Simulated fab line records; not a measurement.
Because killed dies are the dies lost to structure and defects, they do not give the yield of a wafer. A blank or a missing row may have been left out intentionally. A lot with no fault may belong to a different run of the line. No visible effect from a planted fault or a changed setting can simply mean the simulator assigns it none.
Chamber matching || flow sky130 || rieDiel-04 running SKY_VIA2_ETCH_15: 4 sister chambers
The step etches SiO2 in C4F8/O2/Ar, stops on TiN, target depth 546 nm, time 84 s. 8 wafers are shown with their chamber, then 11 later ones without.

== WAFERS WITH THEIR CHAMBER ==
{"wafer": "L083.1", "chamber": 0, "oesProductAu (a.u.)": 0.940}
{"wafer": "L083.3", "chamber": 2, "oesProductAu (a.u.)": 0.942}
{"wafer": "L084.5", "chamber": 2, "oesProductAu (a.u.)": 0.939}
{"wafer": "L084.6", "chamber": 3, "oesProductAu (a.u.)": 0.933}
{"wafer": "L086.2", "chamber": 1, "oesProductAu (a.u.)": 0.945}
{"wafer": "L086.3", "chamber": 3, "oesProductAu (a.u.)": 0.939}
{"wafer": "L086.5", "chamber": 0, "oesProductAu (a.u.)": 0.937}
{"wafer": "L088.2", "chamber": 1, "oesProductAu (a.u.)": 0.935}

== WAFERS MISSING THEIR CHAMBER ==
{"wafer": "L088.5", "oesProductAu (a.u.)": 0.947}
{"wafer": "L088.6", "oesProductAu (a.u.)": 0.951}
{"wafer": "L090.4", "oesProductAu (a.u.)": 0.941}
{"wafer": "L090.5", "oesProductAu (a.u.)": 0.933}
{"wafer": "L090.6", "oesProductAu (a.u.)": 0.934}
{"wafer": "L092.1", "oesProductAu (a.u.)": 0.939}
{"wafer": "L092.5", "oesProductAu (a.u.)": 0.946}
{"wafer": "L092.6", "oesProductAu (a.u.)": 0.934}
{"wafer": "L097.1", "oesProductAu (a.u.)": 0.946}
{"wafer": "L097.3", "oesProductAu (a.u.)": 0.940}
{"wafer": "L097.4", "oesProductAu (a.u.)": 0.944}

== WHICH CHAMBER EACH WENT THROUGH ==
{"wafer": "L088.5", "from the rows above": "can't be placed: 2 or 1 or 0 or 3", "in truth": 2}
{"wafer": "L088.6", "from the rows above": "can't be placed: 2 or 1 or 0 or 3", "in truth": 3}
{"wafer": "L090.4", "from the rows above": "can't be placed: 2 or 1 or 0 or 3", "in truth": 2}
{"wafer": "L090.5", "from the rows above": "can't be placed: 3 or 0 or 1 or 2", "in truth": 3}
{"wafer": "L090.6", "from the rows above": "can't be placed: 3 or 0 or 1 or 2", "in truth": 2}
{"wafer": "L092.1", "from the rows above": "can't be placed: 0 or 1 or 2 or 3", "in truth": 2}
{"wafer": "L092.5", "from the rows above": "can't be placed: 2 or 1 or 0 or 3", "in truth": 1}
{"wafer": "L092.6", "from the rows above": "can't be placed: 3 or 0 or 1 or 2", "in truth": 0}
{"wafer": "L097.1", "from the rows above": "can't be placed: 2 or 1 or 0 or 3", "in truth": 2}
{"wafer": "L097.3", "from the rows above": "can't be placed: 1 or 2 or 0 or 3", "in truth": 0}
{"wafer": "L097.4", "from the rows above": "can't be placed: 2 or 1 or 0 or 3", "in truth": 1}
Placed correctly: 0 of 11. Not placeable from these rows: 11 (in 11, the candidates include the true chamber). Wrongly placed: 0.
How it was worked out, from the rows above alone: a wafer's distance from a chamber is the root of the sum, over the readings, of the square of ((its reading less the chamber's mean) divided by the reading's scatter). If the next closest chamber is less than 2 further off than the closest, the wafer can't be placed; otherwise it belongs to the closest. A chamber's mean is the mean of its shown wafers. The scatter: the root of (the sum of the squares of (reading less its chamber's mean) over the shown wafers, divided by (wafers less chambers)).
